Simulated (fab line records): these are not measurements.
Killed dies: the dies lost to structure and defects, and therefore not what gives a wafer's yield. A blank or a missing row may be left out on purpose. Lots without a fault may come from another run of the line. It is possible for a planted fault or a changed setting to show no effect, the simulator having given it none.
fab line records	flow sky130
[record] lots = 7	wafers = 21	last_day = 49
route steps=708 shown SPACER@306 POLY_CUT@307 PAD_OPEN@708
lots that met no fault: from a run of the same line without faults
start_h: the number of hours between the record's first day and the start of the first shown wafer of the lot	wait_h: hours from the lot's prior step to this one	" as in the row above	L1.1+2: several wafers, shown together as one row	- no value, or no start was given	* or withheld: withheld	< > ~ a bound
route shown NAME@n: names a module that has steps shown in the file, with the first one's number in the route	usual: the fault-free wafers' mean and standard deviation	same: alike in all rows	chamber/n: place in a boat	sites: each site's reading	_std_site: standard deviation of those values	_edge_site: outer sites' mean less inner sites'	radius_mm: for every site, how far away it sits from the centre of the wafer	mask NAME#n: copy n	behind: the last tool/chamber to shape the wafer	hold: why the lot was held/for how many hours/how that ended	device: which transistor (n, p or np) failed to switch	end of line: the same wafers' tests at the end of the route	a step given without rows: its recipe and nothing more	killed: dies that structure and defects cost at the first sort, which is not the same as the wafer's yield	map: a wafer's dies, x killed, . not, _ none there
set.NAME: the setting that was run; set.NAME@STEP: the one run at that earlier step	model.NAME: the simulator's own value behind a step, which no gauge read
lots seen at some steps along the route; tables by step, rows by wafer
services: from which hour (start_h, from the record's first day; less than 0 if before it) a tool's chamber was out of use, for how many hours, and why
[[steps]]
[step SKY_SPACER_ETCHBACK_02]
[recipe] chemistry = CH3F/O2	target = Si3N4	stop_on = SiO2	source_w = 400	bias_w = 80	pressure_mtorr = 25	ch3f_flow_sccm = 40	O2_flow_sccm = 30	time_s = 46.7	target_depth_a = 450
[usual] drypump_motor_current_A = 5.8/0.53	oes_product_au = 0.854/0.0079	throttle_valve_pct = 10.562/0.0082
lot.wafer	tool	chamber	start_h	wait_h	drypump_motor_current_A	oes_product_au	rf_hours_counter_h	throttle_valve_pct
L738.2	rie_diel-04	0	537.85	0.0	6.2	0.861	2	10.554
L738.4	"	3	"	"	4.9	0.864	10	10.569
L738.6	"	1	"	"	6.3	0.861	-	10.571
L739.1	rie_diel-02	1	548.53	0.1	5.8	0.845	6	10.561
L739.3	"	0	"	"	5.4	0.847	9	10.551
L739.6	"	1	"	"	5.8	0.841	-	10.569
L742.1	rie_diel-03	2	582.82	0.1	5.1	0.852	7	10.566
L742.3	"	1	"	"	5.4	0.853	63	10.563
L742.5	"	3	"	"	6.3	0.860	-	10.574
L750.1	rie_diel-03	3	668.02	0.1	6.3	0.858	46	10.561
L750.3	"	0	"	"	5.8	0.860	4	10.540
L750.4	"	1	"	"	5.4	0.859	0	10.574
L751.1	rie_diel-02	0	671.63	0.1	5.4	0.845	11	10.549
L751.5	"	2	"	"	6.3	0.859	-	10.566
L751.6	"	3	"	"	6.4	0.857	-	10.561
L752.2	rie_diel-02	2	673.20	0.0	6.3	0.841	46	10.562
L752.3	"	1	"	"	5.8	0.856	9	10.555
L752.6	"	3	"	"	6.4	0.857	-	10.574
L756.2	rie_diel-03	0	690.05	0.0	5.8	0.869	4	10.561
L756.5	"	2	"	"	5.1	0.857	-	10.556
L756.6	"	3	"	"	6.3	0.862	-	10.582
[step SKY_POLY_CUT_DEHYDRATE_00]
[recipe] temp_c = 200	time_s = 60
[step SKY_POLY_CUT_HMDS_01]
[recipe] prime_time_s = 60	prime_temp_c = 120
[step SKY_POLY_CUT_COAT_02]
[recipe] resist = BARC	temp_c = withheld	time_s = withheld	spin_rpm = 3000	resist_thk_nm = 60
[step SKY_POLY_CUT_COAT_03]
[recipe] resist = KrF-thick	spin_rpm = 3000	resist_thk_nm = 450
[step SKY_POLY_CUT_SOFTBAKE_04]
[recipe] temp_c = 100	time_s = 90	resist = KrF-thick
[step SKY_POLY_CUT_EXPOSE_05]
[recipe] mask_id = NPCM	na = 0.8	source_shape = annular	sigma_inner = 0.55	sigma_outer = 0.85	target_cd_nm = 270	dose_mj = 32
[step SKY_POLY_CUT_PEB_06]
[recipe] peb_temp_c = withheld	peb_time_s = withheld	resist = KrF-thick
[step SKY_POLY_CUT_DEVELOP_07]
[recipe] develop_time_s = 60	resist = KrF-thick	dev_temp_c = 21
[step SKY_POLY_CUT_CD_MEAS_08]
[recipe] target_cd_nm = 270
[usual] cd_nm = 269.7/1.4
lot.wafer	tool	chamber	start_h	wait_h	cd_nm
L738.2	cd_sem-02	-	567.42	-	268.3
L738.4	"	-	"	"	266.6
L738.6	"	-	"	"	268.0
L739.1	cd_sem-02	-	578.03	-	271.6
L739.3	"	-	"	"	270.2
L739.6	"	-	"	"	271.0
L742.1	cd_sem-02	-	612.05	-	269.2
L742.3	"	-	"	"	270.8
L742.5	"	-	"	"	269.4
L750.1	cd_sem-01	-	695.20	-	269.3
L750.3	"	-	"	"	269.9
L750.4	"	-	"	"	269.1
L751.1	cd_sem-02	-	699.36	-	271.9
L751.5	"	-	"	"	271.0
L751.6	"	-	"	"	271.6
L752.2	cd_sem-02	-	701.72	-	268.8
L752.3	"	-	"	"	269.8
L752.6	"	-	"	"	270.9
L756.2	cd_sem-02	-	717.82	-	271.4
L756.5	"	-	"	"	269.0
L756.6	"	-	"	"	271.8
[step SKY_POLY_CUT_OVL_MEAS_09]
[usual] POLY_CUT_OVL = -3/5.6
lot.wafer	tool	chamber	start_h	wait_h	POLY_CUT_OVL[nm]
L738.2	overlay-01	-	567.53	0.1	4
L738.4	"	-	"	"	3
L738.6	"	-	"	"	7
L739.1	overlay-02	-	578.15	0.1	5
L739.3	"	-	"	"	-2
L739.6	"	-	"	"	1
L742.1	overlay-01	-	612.17	0.1	4
L742.3	"	-	"	"	0
L742.5	"	-	"	"	6
L750.1	overlay-02	-	695.32	0.1	-10
L750.3	"	-	"	"	-8
L750.4	"	-	"	"	-10
L751.1	overlay-02	-	699.48	0.1	-2
L751.5	"	-	"	"	1
L751.6	"	-	"	"	-3
L752.2	overlay-01	-	701.83	0.1	9
L752.3	"	-	"	"	-2
L752.6	"	-	"	"	2
L756.2	overlay-02	-	717.93	0.1	-2
L756.5	"	-	"	"	-11
L756.6	"	-	"	"	-2
[step SKY_POLY_CUT_ETCH_10]
[recipe] chemistry = N2/H2	target = BARC	ion_energy_ev = 200	source_w = 500	bias_w = 100	pressure_mtorr = 30	n2_flow_sccm = 100	h2_flow_sccm = 200	stop_on = SiO2	time_s = 45.9	target_depth_a = 600
[usual] bias_w = 100.00/0.26	chamber_pressure_mTorr = 30.001/0.027	drypump_motor_current_A = 5.9/0.49	oes_product_au = 0.854/0.0049	throttle_valve_pct = 13.225/0.0094
lot.wafer	tool	chamber	start_h	wait_h	bias_w	chamber_pressure_mTorr	drypump_motor_current_A	oes_product_au	rf_hours_counter_h	throttle_valve_pct
L738.2	rie_diel-04	0	567.56	0.0	99.79	29.921	6.2	0.862	2	13.233
L738.4	"	3	"	"	100.50	29.966	4.9	0.858	11	13.220
L738.6	"	1	"	"	99.92	30.028	6.4	0.850	-	13.222
L739.1	rie_diel-02	3	578.19	0.0	100.04	30.027	6.4	0.861	13	13.223
L739.3	"	1	"	"	99.91	30.010	5.9	0.859	6	13.231
L739.6	"	1	"	"	99.75	30.011	5.8	0.857	-	13.237
L742.1	rie_diel-02	1	612.21	0.0	100.07	30.015	5.8	0.855	7	13.216
L742.3	"	3	"	"	99.64	30.029	6.4	0.843	14	13.218
L742.5	"	3	"	"	99.54	30.046	6.4	0.851	-	13.224
L750.1	rie_diel-01	1	695.36	0.0	100.21	30.007	5.8	0.858	9	13.227
L750.3	"	3	"	"	100.03	29.965	6.3	0.849	5	13.218
L750.4	"	2	"	"	99.75	29.993	6.3	0.851	10	13.214
L751.1	rie_diel-04	1	699.51	0.0	99.84	30.090	6.3	0.862	4	13.221
L751.5	"	3	"	"	99.95	29.978	4.9	0.850	-	13.218
L751.6	"	2	"	"	99.93	29.979	5.6	0.855	-	13.216
L752.2	rie_diel-04	1	701.86	0.0	100.23	30.034	6.3	0.853	4	13.223
L752.3	"	0	"	"	99.89	30.044	6.2	0.851	4	13.221
L752.6	"	2	"	"	99.85	29.993	5.6	0.858	-	13.235
L756.2	rie_diel-02	3	717.96	0.0	99.48	30.004	6.4	0.849	17	13.203
L756.5	"	3	"	"	99.93	30.012	6.4	0.862	-	13.219
L756.6	"	2	"	"	100.56	30.001	6.3	0.863	-	13.220
[step SKY_POLY_CUT_ETCH_11]
[recipe] target = Si3N4	chemistry = CF4/CH2F2/Ar	stop_on = poly-Si	source_w = 600	bias_w = 150	pressure_mtorr = 40	cf4_flow_sccm = 40	ch2f2_flow_sccm = 20	Ar_flow_sccm = 150	time_s = 42.5	target_depth_a = 600
[usual] bias_w = 150.0/0.44	cf4_flow_sccm = 39.99/0.11	drypump_motor_current_A = 5.9/0.49	oes_product_au = 0.828/0.0062	throttle_valve_pct = 14.993/0.0093
lot.wafer	tool	chamber	start_h	wait_h	bias_w	cf4_flow_sccm	drypump_motor_current_A	oes_product_au	rf_hours_counter_h	throttle_valve_pct
L738.2	rie_diel-04	0	567.60	0.0	149.5	40.04	6.2	0.816	2	14.991
L738.4	"	3	"	"	149.0	39.89	4.9	0.823	11	14.987
L738.6	"	1	"	"	150.0	40.02	6.3	0.823	-	15.012
L739.1	rie_diel-02	3	578.23	0.0	150.6	40.07	6.4	0.841	13	14.983
L739.3	"	1	"	"	150.0	39.98	5.8	0.825	6	14.995
L739.6	"	1	"	"	150.0	39.80	5.8	0.826	-	14.980
L742.1	rie_diel-02	1	612.25	0.0	149.3	39.82	5.8	0.837	7	14.979
L742.3	"	3	"	"	149.4	39.88	6.4	0.839	14	14.997
L742.5	"	3	"	"	149.3	40.01	6.4	0.829	-	15.008
L750.1	rie_diel-01	1	695.40	0.0	-	-	-	-	-	-
L750.3	"	3	"	"	-	-	-	-	-	-
L750.4	"	2	"	"	-	-	-	-	-	-
L751.1	rie_diel-04	1	699.55	0.0	-	-	-	-	-	-
L751.5	"	3	"	"	-	-	-	-	-	-
L751.6	"	2	"	"	-	-	-	-	-	-
L752.2	rie_diel-04	1	701.90	0.0	-	-	-	-	-	-
L752.3	"	0	"	"	-	-	-	-	-	-
L752.6	"	2	"	"	-	-	-	-	-	-
L756.2	rie_diel-02	3	718.00	0.0	149.6	40.07	6.4	0.829	17	14.999
L756.5	"	3	"	"	149.8	39.95	6.4	0.834	-	14.994
L756.6	"	2	"	"	150.0	39.97	6.3	0.822	-	14.984
[step SKY_POLY_CUT_STRIP_12]
[recipe] chemistry = O2/N2	power_w = 1400	pressure_mtorr = 1500	platen_temp_c = withheld	o2_flow_sccm = 3000	n2_flow_sccm = 300	overash_fraction = 0.5
[usual] drypump_motor_current_A = 5.5/0.37	oes_product_au = 0.452/0.0048	strip_time_to_endpoint_s = 5.365/0.02
lot.wafer	tool	chamber	start_h	wait_h	drypump_motor_current_A	oes_product_au	rf_hours_counter_h	strip_time_to_endpoint_s
L738.2	plasma_asher-01	0	567.64	0.0	5.3	0.451	39	5.355
L738.4	"	0	"	"	5.4	0.450	-	5.377
L738.6	"	0	"	"	5.3	0.460	-	5.372
L739.1	plasma_asher-03	0	578.27	0.0	5.8	0.452	15	5.350
L739.3	"	1	"	"	6.0	0.448	-	5.381
L739.6	"	0	"	"	5.8	0.459	-	5.380
L742.1	plasma_asher-04	1	612.29	0.0	5.9	0.459	80	5.386
L742.3	"	0	"	"	5.0	0.456	-	5.399
L742.5	"	0	"	"	5.0	0.443	-	5.386
L750.1	plasma_asher-01	0	695.44	0.0	5.4	0.448	53	5.369
L750.3	"	1	"	"	5.8	0.453	-	5.387
L750.4	"	0	"	"	5.4	0.457	-	5.389
L751.1	plasma_asher-01	0	699.59	0.0	5.3	0.450	53	5.364
L751.5	"	1	"	"	5.8	0.453	-	5.352
L751.6	"	0	"	"	5.3	0.444	-	5.346
L752.2	plasma_asher-01	0	701.94	0.0	5.4	0.453	54	5.362
L752.3	"	1	"	"	5.8	0.445	-	5.350
L752.6	"	1	"	"	5.9	0.450	-	5.333
L756.2	plasma_asher-04	1	718.04	0.0	5.9	0.448	87	5.372
L756.5	"	0	"	"	5.0	0.459	-	5.357
L756.6	"	1	"	"	5.9	0.447	-	5.344
[step SKY_PAD_OPEN_PROBE_99]
[usual] killed_at_M0_to_M3 = 43/6.5	killed_at_M4_up = 3.1/1.8	killed_at_contacts = 24/4.8	killed_at_front_end = 15/4.7	killed_at_other = 0.3/0.58	killed_dies = 86/8.6	killed_on_rim = 17/4.1	killed_open = 47/6.7	killed_short = 39/6.1
[same] gross_dies = 492	killed_at_back_side = 0
lot.wafer	tool	chamber	start_h	wait_h	killed_at_M0_to_M3	killed_at_M4_up	killed_at_contacts	killed_at_front_end	killed_at_other	killed_dies	killed_on_rim	killed_open	killed_short
L742.1	prober-01	-	1110.28	0.1	36	5	16	13	0	70	12	38	32
L742.3	prober-01	-	1110.38	0.2	44	8	22	12	0	86	14	52	34
L742.5	prober-01	-	1110.48	0.2	39	1	19	27	0	86	20	48	38
L750.1	prober-01	-	1168.70	0.1	43	3	24	422	0	492	96	44	36
L750.3	prober-01	-	1168.80	0.2	39	3	22	426	2	492	96	36	36
L750.4	prober-01	-	1168.85	0.2	59	2	23	408	0	492	96	54	42
L751.1	prober-01	-	1169.93	0.1	48	0	22	422	0	492	96	33	41
L751.5	prober-01	-	1170.13	0.2	39	2	25	426	0	492	96	49	25
L751.6	prober-01	-	1170.18	0.2	38	6	25	423	0	492	96	43	42
L752.2	prober-02	-	1173.92	0.1	37	3	23	428	1	492	96	46	30
L752.3	prober-02	-	1173.97	0.2	42	3	27	420	0	492	96	44	47
L752.6	prober-02	-	1174.12	0.2	50	3	31	408	0	492	96	57	41
L756.2	prober-02	-	1183.77	0.1	44	7	36	11	1	99	27	61	38
L756.5	prober-02	-	1183.92	0.2	40	5	16	9	0	70	15	37	33
L756.6	prober-02	-	1183.97	0.2	52	2	22	11	0	87	15	46	41
// killed by level:class
L742.1 METAL1:geometric_particle:short=7 VIA1:geometric_particle:open=7 VIA2:geometric_particle:open=7 VIA3:geometric_particle:open=7 CONTACT:geometric_particle:open=5 FIELD_ISO:geometric_particle:short=4 CONTACT:geometric_particle:short=4 FIELD_ISO:geometric_particle:open=3
L742.3 LI_CONTACT:geometric_particle:open=9 VIA1:geometric_particle:open=8 VIA3:geometric_particle:open=7 VIA2:geometric_particle:open=6 FIELD_ISO:geometric_particle:open=5 FIELD_ISO:geometric_particle:short=4 METAL2:geometric_particle:open=4 METAL4:geometric_particle:short=4
L742.5 FIELD_ISO:geometric_particle:open=11 VIA1:geometric_particle:open=8 CONTACT:geometric_particle:open=7 METAL2:geometric_particle:short=6 FIELD_ISO:geometric_particle:short=6 LI_CONTACT:geometric_particle:open=6 VIA1:geometric_particle:short=5 VIA2:geometric_particle:open=5
L750.1 POLY_CUT:area_etch=412 VIA1:geometric_particle:open=16 CONTACT:geometric_particle:open=9 VIA1:geometric_particle:short=8 LI_CONTACT:geometric_particle:open=6 POLY_GATE:geometric_particle:short=5 CONTACT:geometric_particle:short=4 METAL2:geometric_particle:short=4
L750.3 POLY_CUT:area_etch=420 VIA1:geometric_particle:open=9 CONTACT:geometric_particle:open=7 METAL2:geometric_particle:short=6 CONTACT:geometric_particle:short=6 VIA3:geometric_particle:open=6 LI_CONTACT:geometric_particle:open=5 METAL1:geometric_particle:short=5
L750.4 POLY_CUT:area_etch=396 CONTACT:geometric_particle:open=14 VIA2:geometric_particle:open=12 VIA1:geometric_particle:open=11 VIA1:geometric_particle:short=8 VIA3:geometric_particle:short=6 METAL3:geometric_particle:short=5 VIA3:geometric_particle:open=4
L751.1 POLY_CUT:area_etch=418 VIA1:geometric_particle:open=9 METAL1:geometric_particle:short=8 METAL2:geometric_particle:short=8 CONTACT:geometric_particle:open=7 VIA2:geometric_particle:short=5 METAL3:geometric_particle:short=5 LOCAL_INTERCONNECT:geometric_particle:open=4
L751.5 POLY_CUT:area_etch=418 VIA1:geometric_particle:open=13 CONTACT:geometric_particle:open=11 LOCAL_INTERCONNECT:geometric_particle:short=6 VIA2:geometric_particle:open=5 LI_CONTACT:geometric_particle:open=4 METAL1:geometric_particle:open=4 VIA3:geometric_particle:open=4
L751.6 POLY_CUT:area_etch=407 CONTACT:geometric_particle:open=10 VIA1:geometric_particle:open=10 VIA3:geometric_particle:open=5 METAL1:geometric_particle:short=5 METAL2:geometric_particle:short=5 VIA2:geometric_particle:open=5 METAL4:geometric_particle:short=5
L752.2 POLY_CUT:area_etch=416 CONTACT:geometric_particle:open=10 VIA3:geometric_particle:open=7 LI_CONTACT:geometric_particle:open=6 METAL1:geometric_particle:short=6 VIA1:geometric_particle:short=6 FIELD_ISO:geometric_particle:open=5 VIA1:geometric_particle:open=5
L752.3 POLY_CUT:area_etch=401 VIA3:geometric_particle:open=9 FIELD_ISO:geometric_particle:short=8 LI_CONTACT:geometric_particle:open=8 VIA2:geometric_particle:open=8 CONTACT:geometric_particle:open=7 CONTACT:geometric_particle:short=7 METAL1:geometric_particle:short=7
L752.6 POLY_CUT:area_etch=394 VIA1:geometric_particle:open=13 CONTACT:geometric_particle:open=11 VIA2:geometric_particle:open=11 LI_CONTACT:geometric_particle:open=8 METAL3:geometric_particle:short=7 POLY_GATE:geometric_particle:open=5 LI_CONTACT:geometric_particle:short=5
L756.2 VIA2:geometric_particle:open=14 LI_CONTACT:geometric_particle:open=11 CONTACT:geometric_particle:open=10 CONTACT:geometric_particle:short=7 METAL1:geometric_particle:short=6 VIA1:geometric_particle:open=6 VIA3:geometric_particle:open=5 FIELD_ISO:geometric_particle:open=4
L756.5 METAL1:geometric_particle:short=12 VIA1:geometric_particle:open=8 FIELD_ISO:geometric_particle:open=5 CONTACT:geometric_particle:open=5 LOCAL_INTERCONNECT:geometric_particle:short=4 VIA2:geometric_particle:open=4 METAL4:geometric_particle:short=4 LI_CONTACT:geometric_particle:open=3
L756.6 VIA1:geometric_particle:open=12 CONTACT:geometric_particle:open=8 METAL3:geometric_particle:short=6 VIA3:geometric_particle:open=6 LI_CONTACT:geometric_particle:open=5 VIA2:geometric_particle:open=5 CONTACT:geometric_particle:short=4 METAL2:geometric_particle:short=4
// map L750.1 (x killed, . not)
__________xxxxxxxxxx_________
________xxxxxxxxxxxxxx_______
______xxxxxxxxxxxxxxxxxx_____
_____xxxxxxxxxxxxxxxxxxxx____
____xxxxxxxxxxxxxxxxxxxxxx___
___xxxxxxxxxxxxxxxxxxxxxxxx__
__xxxxxxxxxxxxxxxxxxxxxxxxxx_
_xxxxxxxxxxxxxxxxxxxxxxxxxxxx
_xxxxxxxxxxxxxxxxxxxxxxxxxxxx
_xxxxxxxxxxxxxxxxxxxxxxxxxxxx
_xxxxxxxxxxxxxxxxxxxxxxxxxxxx
_xxxxxxxxxxxxxxxxxxxxxxxxxxxx
_xxxxxxxxxxxxxxxxxxxxxxxxxxxx
_xxxxxxxxxxxxxxxxxxxxxxxxxxxx
_xxxxxxxxxxxxxxxxxxxxxxxxxxxx
__xxxxxxxxxxxxxxxxxxxxxxxxxx_
___xxxxxxxxxxxxxxxxxxxxxxxx__
____xxxxxxxxxxxxxxxxxxxxxx___
_____xxxxxxxxxxxxxxxxxxxx____
______xxxxxxxxxxxxxxxxxx_____
________xxxxxxxxxxxxxx_______
__________xxxxxxxxxx_________
// map L751.1 (x killed, . not)
__________xxxxxxxxxx_________
________xxxxxxxxxxxxxx_______
______xxxxxxxxxxxxxxxxxx_____
_____xxxxxxxxxxxxxxxxxxxx____
____xxxxxxxxxxxxxxxxxxxxxx___
___xxxxxxxxxxxxxxxxxxxxxxxx__
__xxxxxxxxxxxxxxxxxxxxxxxxxx_
_xxxxxxxxxxxxxxxxxxxxxxxxxxxx
_xxxxxxxxxxxxxxxxxxxxxxxxxxxx
_xxxxxxxxxxxxxxxxxxxxxxxxxxxx
_xxxxxxxxxxxxxxxxxxxxxxxxxxxx
_xxxxxxxxxxxxxxxxxxxxxxxxxxxx
_xxxxxxxxxxxxxxxxxxxxxxxxxxxx
_xxxxxxxxxxxxxxxxxxxxxxxxxxxx
_xxxxxxxxxxxxxxxxxxxxxxxxxxxx
__xxxxxxxxxxxxxxxxxxxxxxxxxx_
___xxxxxxxxxxxxxxxxxxxxxxxx__
____xxxxxxxxxxxxxxxxxxxxxx___
_____xxxxxxxxxxxxxxxxxxxx____
______xxxxxxxxxxxxxxxxxx_____
________xxxxxxxxxxxxxx_______
__________xxxxxxxxxx_________
[[services]]
tool	chamber	start_h	hours	kind
rie_diel-01	1	517.21	56.4	repair
rie_diel-04	2	524.26	7.0	repair
rie_diel-03	0	536.05	48.8	repair
rie_diel-04	1	539.61	3.2	repair
rie_diel-04	0	548.08	6.6	repair
rie_diel-02	0	549.57	5.3	repair
rie_diel-04	1	588.34	5.0	repair
rie_diel-04	-	601.29	2.8	repair
rie_diel-02	2	608.21	9.2	repair
rie_diel-03	0	608.50	5.8	repair
rie_diel-04	1	608.68	3.3	repair
rie_diel-01	1	618.33	8.0	repair
rie_diel-04	1	627.03	1.5	repair
rie_diel-02	0	628.06	16.6	repair
rie_diel-04	1	629.95	2.6	repair
plasma_asher-03	-	638.66	2.8	pm
rie_diel-04	2	642.05	9.8	repair
rie_diel-03	1	643.84	-	clean
rie_diel-01	0	645.50	5.5	repair
rie_diel-04	-	657.88	2.8	pm
rie_diel-01	-	676.61	2.8	pm
plasma_asher-04	-	677.54	28.1	pm
rie_diel-01	1	681.05	3.9	repair
rie_diel-03	-	691.06	0.8	repair
[[key]]
[first_sign] step = SKY_POLY_CUT_ETCH_11	reading = tool_record	direction = missing
[effect] step = SKY_PAD_OPEN_PROBE_99	reading = killed_at_front_end	direction = up	sigmas = 85	usual = 15	struck = 420
[more_kills_born_at] SKY_POLY_CUT_ETCH_11@rie_diel-04 = 2454	SKY_POLY_CUT_ETCH_11@rie_diel-01 = 1228
met_at SKY_POLY_CUT_ETCH_11
struck_wafers L750.1,L750.3,L750.4,L751.1,L751.5,L751.6,L752.2,L752.3,L752.6
later_rows_left_out L750.1,L750.3,L750.4,L751.1,L751.5,L751.6,L752.2,L752.3,L752.6
tester_left_out L750,L751,L752
onset_between 567.60 695.40
[fault] kind = skipped_step_whole	tool = rie_diel-01,rie_diel-04	chamber = -	onset_h = 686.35	steps = SKY_POLY_CUT_ETCH_11	scope = struck_lots_only
// tester_left_out: of these lots the tester's yield and bins aren't shown, on N5 and GAA mostly nor the transistor test; their killed dies are dies lost to structure and defects alone, not to doping, threshold or leakage, so they don't give the yield
// later_rows_left_out: the simulator's readings of these wafers behind a module that went badly wrong aren't trusted and aren't shown, but for the sort
